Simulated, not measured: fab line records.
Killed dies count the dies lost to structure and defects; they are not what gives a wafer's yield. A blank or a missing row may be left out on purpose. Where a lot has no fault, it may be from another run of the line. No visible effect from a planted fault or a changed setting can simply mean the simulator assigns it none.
A struck lot beside a sound one ; flow sky130 ; 19 steps out of a route of 708
Sound: the wafers L376.1, L376.2, L376.5. Struck: wafers L366.1, L366.6 (left out: L366.2, a lot-mate that was not struck); the cause follows at the end.
At each step with rows: each side's tool, then ch and its chambers, then its first start. Under that, the readings that differ: sound wafers ; struck wafers ; difference of the means ; sigmas: that difference in standard deviations of wafers without a fault.
alike: readings whose means differ by less than 2 such deviations, and words and numbers that are the same on both sides. not compared: withheld readings, readings that some wafer has no value for, bounds like >300 that may hide the same value, and numbers for which the record gives no deviation and whose values overlap.
A row with sigmas, a row that says differs or no value, or rows on one side alone: a step with any of these is where the two part. Non-overlapping numbers with no deviation appear without sigmas and do not part them. A reading that every wafer of one side lacks parts them only if that side has two wafers or more.

SKY_LI_CONTACT_THK_MEAS_23: measures by xrf.
  sound: film metro-04 at day 35 04:23; struck: film metro-02 at day 32 07:34
reading;sound;struck;difference;sigmas
LI_CONTACT_W_THK (nm);395 395 398;375 379;-19;-3
SKY_LI_CONTACT_CMP_24: polishes, stops on PSG, t overpolish 20 s, target thk 0 nm.
  sound on cmp-01 ch 0,2,3, day 35 04:41; struck on cmp-02 ch 2, day 32 07:37
  alike: motor current A, overpolish run s, platen rpm, time to endpoint s
SKY_LOCAL_INTERCONNECT_SPUTTER_00: material TiN, target thk 100 nm, time 83.3 s.
  sound: pvd sputter-04 at day 35 04:56; struck: pvd sputter-01 at day 32 07:55
  alike: susceptor temp C, throttle valve pct
SKY_LOCAL_INTERCONNECT_RS_MEAS_01: measurement is done with a four-point probe.
  sound: film metro-03 at day 35 05:00; struck: film metro-03 at day 32 07:59
  alike: LOCAL_INTERCONNECT_TIN_RS
SKY_LOCAL_INTERCONNECT_THK_MEAS_02: measures by xrf.
  sound: film metro-03 at day 35 05:07; struck: film metro-03 at day 32 08:06
  alike: LOCAL_INTERCONNECT_TIN_THK
then, 7 steps without rows for these wafers: SKY_LOCAL_INTERCONNECT_DEHYDRATE_03 (time 60 s); SKY_LOCAL_INTERCONNECT_HMDS_04 (prime time 60 s); SKY_LOCAL_INTERCONNECT_COAT_05 (resist thk 60 nm); SKY_LOCAL_INTERCONNECT_COAT_06 (resist thk 450 nm); SKY_LOCAL_INTERCONNECT_SOFTBAKE_07 (time 90 s); SKY_LOCAL_INTERCONNECT_EXPOSE_08 (exposes mask LI1M, target cd 170 nm); SKY_LOCAL_INTERCONNECT_PEB_09.
SKY_LOCAL_INTERCONNECT_DEVELOP_10: develop time 60 s.
  sound on litho track-03 ch 0, day 36 06:00; struck on litho track-03 ch 0, day 33 10:00
SKY_LOCAL_INTERCONNECT_CD_MEAS_11: target cd 170 nm.
  sound: cd sem-02 at day 36 06:58; struck: cd sem-01 at day 33 11:01
reading;sound;struck;difference;sigmas
cd nm (nm);171.7 173.4 172.0;181.1 180.1;+8.2;+5
SKY_LOCAL_INTERCONNECT_OVL_MEAS_12:
  sound: overlay-02 at day 36 07:05; struck: overlay-01 at day 33 11:08
  alike: LOCAL_INTERCONNECT_OVL
SKY_LOCAL_INTERCONNECT_ETCH_13: etches BARC in N2/H2, stops on SiO2, time 45.9 s, target depth 60 nm.
  sound on rie metal-03 ch 1, day 36 07:07; struck on rie metal-02 ch 0, day 33 11:10
reading;sound;struck;difference;sigmas
drypump motor current A (A);5.53 5.53 5.55;6.00 6.00;+0.46;+2
model.LOCAL_INTERCONNECT.cd nm (nm);172.1 174.2 172.4;180.4 180.4;+7.5;
  alike: he backside leak sccm, oes product au, throttle valve pct
  not compared: rf hours counter h
SKY_LOCAL_INTERCONNECT_METAL_ETCH_14: etches TiN in Cl2/BCl3, stops on PSG, target depth 110 nm, time 31.4 s.
  sound on rie metal-03 ch 1, day 36 07:15; struck on rie metal-02 ch 0, day 33 11:14
reading;sound;struck;difference;sigmas
drypump motor current A (A);5.50 5.52 5.49;5.94 5.97;+0.45;+2
he backside leak sccm (sccm);3.66 3.53 3.59;3.34 3.00;-0.42;-2
model.LOCAL_INTERCONNECT.cd nm (nm);172.9 175.6 173.8;179.1 179.6;+5.2;
  alike: oes product au, throttle valve pct
  not compared: rf hours counter h
SKY_LOCAL_INTERCONNECT_STRIP_15: strips in O2/N2.
  sound on plasma asher-01 ch 0,1, day 36 07:21; struck on plasma asher-03 ch 0,1, day 33 11:17
reading;sound;struck;difference;sigmas
strip time to endpoint s (s);4.695 4.697 4.701;4.776 4.725;+0.053;+2
  alike: drypump motor current A, oes product au
  not compared: rf hours counter h
-- a jump in the record: the struck wafers' starts before and after are 15 days apart (it breaks off in module LOCAL_INTERCONNECT and resumes in module PAD_OPEN, where the first step shown is number 708 of the route) --
SKY_PAD_OPEN_PROBE_99:
  sound: prober-02 at day 50 05:16; struck: prober-01 at day 48 03:59
reading;sound;struck;difference;sigmas
model.etest.res li.line ohm um;73.28 74.45 75.37;69.63 71.56;-3.77;
  alike: killed_at_M0_to_M3, killed_at_M4_up, killed at contacts, killed at front end, killed at other, killed dies, killed on rim, killed open, killed short

## WHERE THEY PART
At SKY_LI_CONTACT_THK_MEAS_23 first; at SKY_LOCAL_INTERCONNECT_STRIP_15 last (within this record only). Later steps at which nothing parts them and some readings are alike: SKY_PAD_OPEN_PROBE_99.

WHY: what had been put in by the simulator
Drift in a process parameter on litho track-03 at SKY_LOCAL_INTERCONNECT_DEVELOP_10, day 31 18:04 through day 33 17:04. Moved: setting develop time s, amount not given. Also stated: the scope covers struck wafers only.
